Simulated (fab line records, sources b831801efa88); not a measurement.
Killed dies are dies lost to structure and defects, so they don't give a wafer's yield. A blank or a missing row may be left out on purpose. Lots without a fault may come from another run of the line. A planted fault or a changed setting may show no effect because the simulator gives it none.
Which tool did it? | flow sky130 | 14 lots, 42 wafers sampled, at 2 steps of a route of 708

WHAT THE GAUGES READ, wafer by wafer
The record holds no reading of a measuring or inspecting step that can be judged against a usual standard deviation.

WHICH TOOL RAN EACH LOT (tool, then ch and the chambers of the sampled wafers, then the start)
lot  | SKY_VIA1_CMP_02               | SKY_PAD_OPEN_PROBE_99
L102 | cmp-02 ch 1,2,3, day 32 04:42 | -
L103 | cmp-01 ch 0,1,3, day 32 13:40 | -
L105 | cmp-01 ch 0,2,3, day 33 09:05 | -
L106 | cmp-02 ch 0,2, day 33 18:18   | -
L107 | cmp-01 ch 0,1, day 33 23:56   | -
L111 | cmp-02 ch 1,2, day 36 15:46   | prober-02, day 48 09:47
L112 | cmp-01 ch 0,2, day 36 17:55   | prober-01, day 48 10:22
L113 | cmp-01 ch 1,2,3, day 36 21:09 | prober-02, day 48 11:19
L114 | cmp-01 ch 1,2,3, day 36 22:57 | prober-01, day 48 11:46
L115 | cmp-02 ch 0,1,3, day 37 03:26 | prober-02, day 48 16:14
L121 | cmp-01 ch 0,1,3, day 38 19:07 | -
L123 | cmp-01 ch 0,1,2, day 39 13:21 | prober-02, day 50 10:32
L124 | cmp-02 ch 0,1,2, day 39 14:26 | -
L125 | cmp-02 ch 0,2, day 39 16:29   | -
- SKY_VIA1_CMP_02: polishes SiO2.
- SKY_PAD_OPEN_PROBE_99

WHAT THE TOOLS THEMSELVES READ (means of the sampled wafers that have a number; where no wafer has one, the mark that the record gives instead)
SKY_VIA1_CMP_02.
lot  | tool   | head_pressure_psi (psi) | motor_current_A (A)
L102 | cmp-02 | 3.999                   | 12.7
L103 | cmp-01 | 4.002                   | 12.7
L105 | cmp-01 | 4.002                   | 12.7
L106 | cmp-02 | 3.996                   | 12.2
L107 | cmp-01 | 4.010                   | 12.9
L111 | cmp-02 | 4.009                   | 13.4
L112 | cmp-01 | 3.992                   | 12.4
L113 | cmp-01 | 3.996                   | 12.0
L114 | cmp-01 | 4.000                   | 11.9
L115 | cmp-02 | 3.991                   | 11.7
L121 | cmp-01 | 3.997                   | 12.7
L123 | cmp-01 | 4.001                   | 12.2
L124 | cmp-02 | 4.000                   | 12.2
L125 | cmp-02 | 3.997                   | 12.7

SKY_PAD_OPEN_PROBE_99.
lot  | tool      | defect_limited_yield (%) | killed_at_M0_to_M3 | killed_at_M4_up | killed_at_contacts | killed_at_front_end | killed_at_other | killed_dies | killed_on_rim | killed_open | killed_short | sort_bin_3_pad_short (%) | sort_bin_5_function (%) | sort_bin_6_memory (%) | sort_n_pass | sort_yield_pct (%)
L111 | prober-02 | 72.5                     | 98                 | 2.3             | 25                 | 10                  | 0.0             | 135         | 25            | 38          | 39           | 2.0                      | 17.5                    | 8.0                   | 357         | 72.5
L112 | prober-01 | 82.5                     | 41                 | 3.7             | 27                 | 14                  | 0.0             | 86          | 14            | 47          | 39           | 0.9                      | 9.8                     | 6.7                   | 406         | 82.5
L113 | prober-02 | 82.1                     | 47                 | 3.0             | 21                 | 17                  | 0.3             | 88          | 17            | 49          | 39           | 1.4                      | 9.4                     | 7.0                   | 404         | 82.1
L114 | prober-01 | 83.6                     | 35                 | 4.0             | 25                 | 17                  | 0.0             | 81          | 14            | 40          | 41           | 0.6                      | 9.8                     | 6.0                   | 411         | 83.6
L115 | prober-02 | 71.3                     | 99                 | 4.0             | 22                 | 17                  | 0.0             | 141         | 30            | 50          | 37           | 1.6                      | 16.3                    | 10.8                  | 351         | 71.3
L123 | prober-02 | 82.5                     | 41                 | 3.7             | 24                 | 17                  | 0.3             | 86          | 17            | 49          | 37           | 0.9                      | 10.1                    | 6.5                   | 406         | 82.5

THE ANSWER, worked out from the rows above alone
Rule: what is usual is taken from the lots themselves. Put in order of their means at a reading, lots are off if they are a third of the lots or fewer, leave a main group of 4 or more, and stand apart from it by a gap of 3 or more times the standard deviation of the main group's means; of several such gaps the widest counts. A main group whose means are all the same, to the digits that the tables above print for the reading, isn't used. A lot without any number at a reading at which 4 lots or more have one is off too. The other lots that the step has rows for count as sound. The gauges are gone through in route order, then the tools' own readings, and for those a lot's mean is taken as printed above. The first step at which some lot is off is used, and at that step the reading that is off furthest; a lot without a number counts as furthest.
Off: L111, L115, at SKY_PAD_OPEN_PROBE_99 (sort_bin_5_function). The main group: mean 9.8 %, standard deviation 0.25. Neither off nor sound, because the step has no rows for them: L102, L103, L105, L106, L107, L121, L124, L125.
A tool fits if, at that step or a process step before it, it ran every lot that is off, and no sound lot after the first of them. One fits: cmp-02 at SKY_VIA1_CMP_02. It ran no sound lot before its first lot that is off in this sample, so the start can't be narrowed down.

WHAT THE SIMULATOR HAD PUT IN
Chamber particle source: cmp-02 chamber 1, from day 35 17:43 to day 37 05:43, at SKY_VIA1_CMP_02. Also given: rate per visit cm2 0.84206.
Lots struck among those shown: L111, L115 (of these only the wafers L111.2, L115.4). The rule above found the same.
